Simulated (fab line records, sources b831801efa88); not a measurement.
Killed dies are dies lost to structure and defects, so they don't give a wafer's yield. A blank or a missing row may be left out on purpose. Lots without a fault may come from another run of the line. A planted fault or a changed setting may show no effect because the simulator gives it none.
Which tool did it? | flow sky130 | 11 lots, 33 wafers sampled, at 6 steps of a route of 708

WHAT THE GAUGES READ, wafer by wafer
SKY_DNWELL_TW_MEAS_09.
lot  | measured    | on            | DNWELL_TW
L387 | day 3 06:53 | film_metro-02 | 1102 1099 1104
L391 | day 4 01:34 | film_metro-03 | 1107 1110 1110
L393 | day 4 16:41 | film_metro-03 | 1106 1108 1099
L394 | day 5 10:02 | film_metro-03 | 1112 1104 1104
L396 | day 5 10:23 | film_metro-02 | 1107 1104 1106
L400 | day 6 08:38 | film_metro-03 | 1115 1117 1117
L403 | day 6 20:56 | film_metro-03 | 1118 1115 1109
L404 | day 7 02:03 | film_metro-02 | 1106 1106 1111
L406 | day 7 14:07 | film_metro-03 | 1120 1115 1106
L407 | day 7 15:32 | film_metro-03 | 1109 1118 1112
L410 | day 8 08:15 | film_metro-03 | 1099 1100 1088

SKY_NWELL_TW_MEAS_15.
lot  | measured     | on            | NWELL_TW
L387 | day 4 15:21  | film_metro-03 | 1814 1815 1810
L391 | day 5 12:23  | film_metro-02 | 1808 1807 1812
L393 | day 6 04:57  | film_metro-02 | 1803 1806 1794
L394 | day 6 23:32  | film_metro-02 | 1794 1809 1811
L396 | day 7 00:14  | film_metro-02 | 1815 1807 1808
L400 | day 8 00:06  | film_metro-04 | 1804 1810 1816
L403 | day 8 13:28  | film_metro-02 | 2190 2196 2186
L404 | day 8 19:52  | film_metro-04 | 2200 2189 2193
L406 | day 9 07:05  | film_metro-02 | 1798 1804 1801
L407 | day 9 08:48  | film_metro-03 | 1816 1805 1801
L410 | day 10 03:01 | film_metro-03 | 1806 1810 1808

SKY_NWELL_RS_MEAS_29: measures by four-point-probe.
lot  | measured     | on            | NWELL_RS (ohm/sq)
L387 | day 5 08:19  | film_metro-02 | 625.8 627.7 626.6
L391 | day 6 07:10  | film_metro-03 | 627.1 625.5 626.4
L393 | day 7 00:30  | film_metro-03 | 623.4 624.6 621.3
L394 | day 7 19:17  | film_metro-02 | 624.7 625.2 625.2
L396 | day 7 20:01  | film_metro-04 | 623.2 625.5 623.9
L400 | day 8 20:56  | film_metro-03 | 625.4 624.3 624.0
L403 | day 9 11:07  | film_metro-03 | 450.3 449.6 449.7
L404 | day 9 17:35  | film_metro-03 | 449.0 448.6 449.6
L406 | day 10 04:49 | film_metro-03 | 626.3 625.3 626.4
L407 | day 10 07:58 | film_metro-02 | 623.6 626.4 624.0
L410 | day 11 02:12 | film_metro-03 | 624.2 623.1 623.9

WHICH TOOL RAN EACH LOT (tool, then ch and the chambers of the sampled wafers, then the start)
lot  | SKY_FIELD_ISO_STRIP_16              | SKY_NWELL_IMPLANT_11            | SKY_NWELL_RTA_28
L387 | plasma_asher-03 ch 0,1, day 2 08:34 | implanter-02 ch 0, day 4 14:48  | rtp_anneal-01 ch 0, day 5 08:13
L391 | plasma_asher-01 ch 0,1, day 3 02:02 | implanter-04 ch 0, day 5 11:52  | rtp_anneal-01 ch 0, day 6 07:04
L393 | plasma_asher-02 ch 1, day 3 17:58   | implanter-04 ch 0, day 6 04:24  | rtp_anneal-01 ch 0, day 7 00:24
L394 | plasma_asher-03 ch 0,1, day 4 05:16 | implanter-02 ch 0, day 6 22:59  | rtp_anneal-01 ch 0, day 7 19:11
L396 | plasma_asher-02 ch 0,1, day 4 06:04 | implanter-02 ch 0, day 6 23:41  | rtp_anneal-02 ch 0, day 7 19:55
L400 | plasma_asher-01 ch 0, day 5 06:40   | implanter-04 ch 0, day 7 23:33  | rtp_anneal-02 ch 0, day 8 20:50
L403 | plasma_asher-01 ch 0,1, day 5 18:46 | implanter-02 ch 0, day 8 12:55  | rtp_anneal-02 ch 0, day 9 11:01
L404 | plasma_asher-01 ch 0,1, day 6 00:11 | implanter-02 ch 0, day 8 19:19  | rtp_anneal-01 ch 0, day 9 17:29
L406 | plasma_asher-02 ch 0,1, day 6 09:35 | implanter-01 ch 0, day 9 06:34  | rtp_anneal-02 ch 0, day 10 04:43
L407 | plasma_asher-01 ch 0,1, day 6 13:16 | implanter-01 ch 0, day 9 08:15  | rtp_anneal-01 ch 0, day 10 07:52
L410 | plasma_asher-02 ch 0,1, day 7 04:05 | implanter-01 ch 0, day 10 02:30 | rtp_anneal-01 ch 0, day 11 02:05
- SKY_FIELD_ISO_STRIP_16: strips in O2/N2.
- SKY_NWELL_IMPLANT_11
- SKY_NWELL_RTA_28: time 30 s.

WHAT THE TOOLS THEMSELVES READ (means of the sampled wafers that have a number; where no wafer has one, the mark that the record gives instead)
SKY_FIELD_ISO_STRIP_16.
lot  | tool            | drypump_motor_current_A (A) | n2_flow_sccm (sccm) | oes_product_au (a.u.) | strip_time_to_endpoint_s (s)
L387 | plasma_asher-03 | 5.7                         | 299.6               | 0.378                 | 3.544
L391 | plasma_asher-01 | 5.5                         | 299.3               | 0.378                 | 3.557
L393 | plasma_asher-02 | 5.9                         | 299.7               | 0.377                 | 3.482
L394 | plasma_asher-03 | 5.2                         | 298.5               | 0.379                 | 3.569
L396 | plasma_asher-02 | 5.9                         | 300.3               | 0.377                 | 3.541
L400 | plasma_asher-01 | 5.3                         | 298.8               | 0.379                 | 3.553
L403 | plasma_asher-01 | 5.7                         | 299.1               | 0.379                 | 3.534
L404 | plasma_asher-01 | 5.7                         | 300.7               | 0.377                 | 3.567
L406 | plasma_asher-02 | 5.8                         | 300.1               | 0.376                 | 3.521
L407 | plasma_asher-01 | 5.7                         | 301.8               | 0.376                 | 3.527
L410 | plasma_asher-02 | 5.9                         | 299.1               | 0.375                 | 3.550

SKY_NWELL_IMPLANT_11.
lot  | tool         | beam_on_s (s) | dose_ions_cm2 | faraday_current_uA
L387 | implanter-02 | 9.75          | 1.8983e+13    | 109.9
L391 | implanter-04 | 9.82          | 1.9016e+13    | 109.2
L393 | implanter-04 | 10.16         | 1.9007e+13    | 105.3
L394 | implanter-02 | 9.86          | 1.8980e+13    | 108.8
L396 | implanter-02 | 9.90          | 1.9005e+13    | 108.2
L400 | implanter-04 | 10.12         | 1.9003e+13    | 105.8
L403 | implanter-02 | 13.95         | 3.5165e+13    | 141.9
L404 | implanter-02 | 14.21         | 3.5190e+13    | 139.5
L406 | implanter-01 | 10.00         | 1.8996e+13    | 107.3
L407 | implanter-01 | 9.94          | 1.9026e+13    | 107.4
L410 | implanter-01 | 9.98          | 1.8979e+13    | 107.2

SKY_NWELL_RTA_28.
lot  | tool          | anneal_temp_c_max | lamp_power_pct (%) | wafer_temp_C_max
L387 | rtp_anneal-01 | 1055.6            | 25.31              | 1055.6
L391 | rtp_anneal-01 | 1057.1            | 25.27              | 1054.5
L393 | rtp_anneal-01 | 1056.3            | 25.31              | 1054.9
L394 | rtp_anneal-01 | 1056.9            | 25.35              | 1054.8
L396 | rtp_anneal-02 | 1053.2            | 25.32              | 1054.5
L400 | rtp_anneal-02 | 1053.8            | 25.37              | 1054.5
L403 | rtp_anneal-02 | 1053.5            | 25.32              | 1054.1
L404 | rtp_anneal-01 | 1056.9            | 25.32              | 1054.7
L406 | rtp_anneal-02 | 1052.6            | 25.36              | 1053.5
L407 | rtp_anneal-01 | 1056.3            | 25.31              | 1055.0
L410 | rtp_anneal-01 | 1056.8            | 25.33              | 1054.4

THE ANSWER, worked out from the rows above alone
Rule: what is usual is taken from the lots themselves. Put in order of their means at a reading, lots are off if they are a third of the lots or fewer, leave a main group of 4 or more, and stand apart from it by a gap of 3 or more times the standard deviation of the main group's means; of several such gaps the widest counts. A main group whose means are all the same, to the digits that the tables above print for the reading, isn't used. A lot without any number at a reading at which 4 lots or more have one is off too. The other lots that the step has rows for count as sound. The gauges are gone through in route order, then the tools' own readings, and for those a lot's mean is taken as printed above. The first step at which some lot is off is used, and at that step the reading that is off furthest; a lot without a number counts as furthest.
Off: L403, L404, at SKY_NWELL_TW_MEAS_15 (NWELL_TW). The main group: mean 1807, standard deviation 3.9.
A tool fits if, at a process step before that reading, it ran every lot that is off, and no sound lot after the first of them. The gauges at SKY_NWELL_TW_MEAS_15 aren't tried: what is off there is off at SKY_NWELL_RS_MEAS_29 too, on other tools, and a gauge's error can't cause that. One fits: implanter-02 at SKY_NWELL_IMPLANT_11. Its last sound lot is L396 (day 6 23:41), its first lot that is off L403 (day 8 12:55): a fault that began between those two fits.
The tool's own readings at SKY_NWELL_IMPLANT_11 bear it out: on the lots that are off they differ by more than 5 times the standard deviation of the sound lots' means. beam_on_s reads 14.08 s there against 9.95 s on the sound lots; dose_ions_cm2 reads 3.5178e+13 there against 1.8999e+13 on the sound lots; faraday_current_uA reads 140.7 there against 107.7 on the sound lots.

WHAT THE SIMULATOR HAD PUT IN
Process parameter drift: implanter-02, from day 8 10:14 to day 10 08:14, at SKY_NWELL_IMPLANT_11. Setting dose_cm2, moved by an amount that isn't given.
Lots struck among those shown: L403, L404. The rule above found the same.
